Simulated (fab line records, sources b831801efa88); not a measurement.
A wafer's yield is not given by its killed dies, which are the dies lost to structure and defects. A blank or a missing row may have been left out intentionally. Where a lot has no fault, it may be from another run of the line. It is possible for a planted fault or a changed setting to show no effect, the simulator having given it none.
Which tool is to blame? ; flow gf180mcu ; 6 lots, 18 wafers sampled, at 2 steps of a route of 602

== WHAT EACH GAUGE READ, for each wafer ==
GF_CONTACT_RS_MEAS_25: measures by four-point-probe.
lot;measured;on;CONTACT_W_RS (ohm/sq)
L929;day 17 03:28;film metro-03;0.380 0.377 0.379
L933;day 19 00:38;film metro-02;44.105 43.617 43.581
L935;day 19 18:04;film metro-02;0.376 0.379 0.381
L941;day 21 16:55;film metro-04;0.387 0.386 0.387
L943;day 22 10:47;film metro-02;0.385 0.387 0.383
L948;day 23 23:16;film metro-02;0.383 0.378 0.382

== EACH LOT AND THE TOOL THAT RAN IT (in order: tool; ch and the chambers of the sampled wafers; start) ==
lot;GF_CONTACT_CVD_24
L929;cvd w-01 ch 0,1, day 17 03:22
L933;cvd w-02 ch 0, day 19 00:28
L935;cvd w-01 ch 0,1, day 19 17:57
L941;cvd w-01 ch 0,1, day 21 16:49
L943;cvd w-01 ch 0,1, day 22 10:41
L948;cvd w-01 ch 0,1, day 23 23:09
- GF_CONTACT_CVD_24: deposits W, target thk 300 nm, time 90.339 s.

== THE ANSWER, worked out from the rows above alone ==
Rule: the usual values come from the lots themselves. The widest of any qualifying gaps counts: lots, ordered by their means at a reading, are off when they make up no more than a third of the lots, leave a main group of 4 or more, and stand apart from it by 3 or more times the standard deviation of that group's means. Not used: any main group whose means are identical at the precision the tables above print for the reading. A lot without any number at a reading at which 4 lots or more have one is off too. All remaining lots with rows at the step are treated as sound.
Off: at GF_CONTACT_RS_MEAS_25 (CONTACT_W_RS), L933. Mean 0.382 ohm/sq and standard deviation 0.0033 in the main group.
A tool fits if, at a process step before that reading, it ran every lot that is off, and no sound lot after the first of them. Those tools and the gauges at GF_CONTACT_RS_MEAS_25 are tried in the same way. One fits: cvd w-02 at GF_CONTACT_CVD_24. It ran no sound lot before its first lot that is off in this sample, so the start can't be narrowed down.

== WHAT THE SIMULATOR PUT IN ==
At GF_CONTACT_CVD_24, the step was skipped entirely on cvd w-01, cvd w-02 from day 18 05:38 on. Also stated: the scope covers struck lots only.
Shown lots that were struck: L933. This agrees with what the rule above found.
